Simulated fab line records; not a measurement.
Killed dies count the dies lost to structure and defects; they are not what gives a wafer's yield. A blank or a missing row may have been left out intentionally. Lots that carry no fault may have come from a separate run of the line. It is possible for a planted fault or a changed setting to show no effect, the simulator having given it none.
2 desks, one fault ; flow gf180mcu ; each desk holds nothing but its own numbers, with what lay behind them at the end

METROLOGY DESK
What the gauges read for every lot (on any tool): the sampled wafers with a number, averaged. Marked OUT: a lot whose mean sits more than 4 standard deviations from the usual mean, which makes it out of limits; the brackets give that distance.
Columns: A = cdNm at GF_V2_CD_MEAS_14, usual 259.7 nm; B = M3_ALCU_THK at GF_M3_THK_MEAS_06, usual 453 nm; C = cdNm at GF_M3_CD_MEAS_14, usual 280.3 nm
lot;first seen here;A;B;C
L596;day 20 05:36;259.9;457;279.1
L597;day 20 12:51;260.8;455;278.8
L598;day 21 03:08;260.7;455;280.2
L600;day 21 15:27;261.3;444;280.4
L601;day 22 05:21;258.4;457;279.2
L602;day 22 11:53;256.9;458;281.4
L605;day 23 19:56;258.2;443;269.5 (-8.3) OUT
L606;day 24 00:17;260.1;453;281.0
L612;day 25 21:33;261.5;453;282.6
L614;day 26 14:53;259.0;454;280.1
L617;day 27 09:38;258.0;447;280.0
L618;day 27 15:23;261.9;455;280.8
This desk's finding: out of limits on L605; first on L605, day 24 19:22 (cdNm at GF_M3_CD_MEAS_14). L596, L597, L598, L600, L601, L602, L606, L612, L614, L617, L618 stayed within limits.

THE TOOL OWNER'S DESK: krfScanner-02
The tool's own readings at GF_M3_EXPOSE_11 (exposes mask Metal3, target cd 280 nm): means of the sampled wafers that have a number, for each lot that ran on this tool. Marked OUT: a lot whose mean sits more than 4 standard deviations from the usual mean, which makes it out of limits; the brackets give that distance.
Columns: A = exposureDoseMJCm2 at GF_M3_EXPOSE_11, usual 27.957; B = focusOffsetNm at GF_M3_EXPOSE_11, usual 0.0 nm
lot;first seen here;A;B
L596;day 20 20:10;27.938;0.4
L597;day 21 03:00;27.974;-1.0
L598;day 21 16:59;27.979;-0.4
L602;day 23 00:48;27.955;-0.3
L605;day 24 09:10;27.640 (-12) OUT;0.1
This desk's finding: out of limits on L605; first on L605, day 24 09:10 (exposureDoseMJCm2 at GF_M3_EXPOSE_11). L596, L597, L598, L602 stayed within limits.

PUT TOGETHER
On L605, at day 24 09:10, an alarm was possible from the tool owner's desk.
Metrology desk: alarm possible at day 24 19:22 on L605.
On krfScanner-02, each named lot ran GF_M3_EXPOSE_11.

WHAT WAS PUT IN BY THE SIMULATOR
Process parameter drift: krfScanner-02, from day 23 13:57 on, at GF_M3_EXPOSE_11. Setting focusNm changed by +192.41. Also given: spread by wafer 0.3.
Lots struck among those shown: L605.
Time in hours from fault onset to the first out-of-limits reading at each desk: tool owner's desk 19, metrology desk 29.
